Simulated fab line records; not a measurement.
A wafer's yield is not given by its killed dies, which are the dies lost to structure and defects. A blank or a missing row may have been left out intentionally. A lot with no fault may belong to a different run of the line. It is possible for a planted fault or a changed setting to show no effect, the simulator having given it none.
A struck lot beside a sound one / flow sky130 / 15 steps out of a route of 708
Sound: these wafers, L268.2, L268.3, L268.5. Struck: wafer L266.4. (L266.2, L266.6 of the same lot were not struck and are left out.) The cause comes at the end.
At each step with rows: each side's tool, then ch and its chambers, then its first start. Under that, the readings that differ: sound wafers / struck wafers / difference of the means / sigmas: that difference in standard deviations of wafers without a fault.
alike: same words and numbers on both sides, and readings whose means sit less than 2 such deviations apart. not compared: any withheld reading, any reading some wafer has no value for, any bound like >300 that may hide the same value, and any number with overlapping values for which the record gives no deviation.
A row with sigmas, a row that says differs or no value, or rows on one side alone: a step with any of these is where the two part. Numbers that have no deviation but don't overlap get no sigmas and don't part them. Lack of a reading on every wafer of one side parts them only where that side has two or more wafers.

first, 4 steps without rows for these wafers: SKY_VIA3_STRIP_16 (strips in O2/N2); SKY_VIA3_STRIP_17 (strips in post etch residue remover, time 1200 s); SKY_VIA3_CLEAN_18 (cleans in IPA, time 180 s); SKY_VIA3_CLEAN_19 (cleans in O3/DIW).
SKY_VIA3_SPUTTER_20: material TiN, target thk 20 nm, time 80 s.
  sound on pvdSputter-01 at day 43 16:19; struck on pvdSputter-03 at day 42 20:58
  alike: throttleValvePct
then, 1 step without rows for these wafers: SKY_VIA3_CVD_21 (deposits W, target thk 390 nm, time 117.31 s).
SKY_VIA3_RS_MEAS_22: the measuring method here is four-point-probe.
  sound on filmMetro-03 at day 43 16:31; struck on filmMetro-03 at day 42 21:10
  alike: VIA3_W_RS
SKY_VIA3_THK_MEAS_23: measures by xrf.
  sound on filmMetro-03 at day 43 16:37; struck on filmMetro-03 at day 42 21:17
  alike: VIA3_W_THK
then, 1 step without rows for these wafers: SKY_VIA3_CMP_24 (polishes, stops on SiO2, t overpolish 20 s, target thk 0 nm).
SKY_METAL4_SPUTTER_00: material Ti, target thk 15 nm, time 10 s.
  sound on pvdSputter-03 at day 43 16:58; struck on pvdSputter-04 at day 42 21:38
  alike: throttleValvePct
SKY_METAL4_SPUTTER_01: material TiN, target thk 20 nm, time 16.7 s.
  sound on pvdSputter-03 at day 43 16:59; struck on pvdSputter-04 at day 42 21:39
  alike: throttleValvePct
SKY_METAL4_SPUTTER_02: material AlCu, target thk 735 nm, time 39.1 s.
  sound on pvdSputter-03 at day 43 17:01; struck on pvdSputter-04 at day 42 21:41
  alike: throttleValvePct
SKY_METAL4_SPUTTER_03: material Ti, target thk 5 nm, time 3.3 s.
  sound on pvdSputter-03 at day 43 17:04; struck on pvdSputter-04 at day 42 21:43
reading=model.Ti_of_METAL4_SPUTTER_03.thkNm (nm); sound=4.984 4.852 5.061; struck=3.54; difference=-1.43; sigmas=
  alike: throttleValvePct
SKY_METAL4_SPUTTER_04: material TiN, target thk 70 nm, time 58.3 s.
  sound on pvdSputter-03 at day 43 17:04; struck on pvdSputter-04 at day 42 21:44
  alike: throttleValvePct
-- the record jumps here: 6 days lie between the struck wafers' starts before and after (it left off in module METAL4 and takes up again in module PAD_OPEN, whose first step shown is number 708 of the route) --
SKY_PAD_OPEN_PROBE_99:
  sound on prober-01 at day 49 03:37; struck on prober-01 at day 48 12:13
  alike: defectLimitedYield, killed_at_M0_to_M3, killed_at_M4_up, killedAtContacts, killedAtFrontEnd, killedAtOther, killedDies, killedOpen, killedShort, sort_bin_3_pad_short, sort_bin_5_function, sort_bin_6_memory, sort_bin_8_speed, sortNPass, sortYieldPct

== WHERE THEY PART ==
Nowhere in this record.

WHY: what had been put in by the simulator
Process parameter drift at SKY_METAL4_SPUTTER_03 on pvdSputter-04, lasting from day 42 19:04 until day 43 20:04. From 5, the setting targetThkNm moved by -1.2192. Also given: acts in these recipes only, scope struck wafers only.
